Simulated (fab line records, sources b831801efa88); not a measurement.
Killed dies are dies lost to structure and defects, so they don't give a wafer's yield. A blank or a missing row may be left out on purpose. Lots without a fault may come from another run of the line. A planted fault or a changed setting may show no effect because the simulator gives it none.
Problem report in the 8D (eight disciplines) form, filled by code | flow gf180mcu | the parts of the form that need people (team, actions taken, sign-off) are left out

1. THE PROBLEM
V4_CVD_00_THK at GF_V4_THK_MEAS_01 reads a mean of 517 nm on 2 wafers of 2 lots; wafers without a fault read 604 nm with a standard deviation of 5.4. That is -16 standard deviations from the usual mean.
First seen on wafer L238.2, day 27 02:28, on film_metro-03. The record holds 36 wafers of 12 lots with a number at this step. Rule for "out", or "out of limits": more than 4 standard deviations from the usual mean. The other wafers with a number count as sound.

2. WHAT IT IS AND WHAT IT IS NOT
question                    | is                | is not
which readings at this step | V4_CVD_00_THK     | -
which lots                  | L238, L239        | L228, L231, L232, L233, L234, L236, L240, L248, L250, L251
which wafers of those lots  | L238.2, L239.6    | L238.3, L238.6, L239.1, L239.3
read on which gauges        | film_metro-03     | film_metro-02, film_metro-04
when                        | from day 27 02:28 | up to then (20 sound wafers); but 14 sound wafers of L239, L240, L248, L250, L251 came after

3. SUSPECTS, AND WHAT RULES EACH OUT
Counting: a tool at a process step up to the reading stays a suspect if it ran every lot that is out. Sound lots after the first of them don't rule it out here, since some wafers of a struck lot are sound.
- the gauge at GF_V4_THK_MEAS_01: ruled out. All the wafers that are out were read on film_metro-03, but those of them that GF_V4_CVD_00 has rows for are out there too, on other tools.
- hdpcvd-02 at GF_V4_CVD_00 (deposits SiO2, target thk 600 nm, time 100 s): kept. It ran every lot that is out, first L238 (day 27 02:23); its last sound lot up to then is L236 (day 26 04:58). Its own readings are out on those wafers: sih4_flow_sccm.
- Within hdpcvd-02 at GF_V4_CVD_00: the wafers that are out ran in chamber 2; their sound lot-mates ran in chambers 0, 1.
Left after counting: hdpcvd-02 at GF_V4_CVD_00.

4. THE CAUSE (what the simulator had put in)
Process parameter drift: hdpcvd-02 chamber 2, from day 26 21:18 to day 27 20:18, at GF_V4_CVD_00. Setting sih4_flow_sccm, moved by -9, from 60. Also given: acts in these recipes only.
Counting left only this tool.

5. THE CHAIN OF EFFECTS, in route order
Each row: a reading whose mean over the struck wafers that have a number lies more than 3 standard deviations from the usual. Only readings for which the record gives a usual standard deviation are gone through. hours: the time from each lot's start at the first step in this table that gives one to its start at this step, as a median over the lots. sigmas: the change in usual standard deviations.
hours | step              | reading        | usual      | on struck wafers | change | sigmas
0     | GF_V4_CVD_00      | sih4_flow_sccm | 60.02 sccm | 51.36            | -8.66  | -46
0     | GF_V4_THK_MEAS_01 | V4_CVD_00_THK  | 604 nm     | 517              | -87    | -16
The process steps in it:
- GF_V4_CVD_00: deposits SiO2, target thk 600 nm, time 100 s.
Later measuring or inspecting steps at which every struck wafer that the step has a row for has a number for every such reading, and none has moved that far: GF_V4_BOW_MEAS_05, GF_V4_OVL_MEAS_15.

6. WHAT WOULD HAVE CAUGHT IT SOONER
In this record the first reading out of limits at a measuring or inspecting step was taken at day 27 02:28, 5 hours after the fault began at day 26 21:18.
The tool's own readings at GF_V4_CVD_00 were out on every struck wafer that the step has a row for (sih4_flow_sccm): an alarm limit on them would have fired on the first of those.
Of the lots that are out (2), L239 began GF_V4_CVD_00 on hdpcvd-02 after day 27 02:28. A hold on the tool at that time would have spared it.
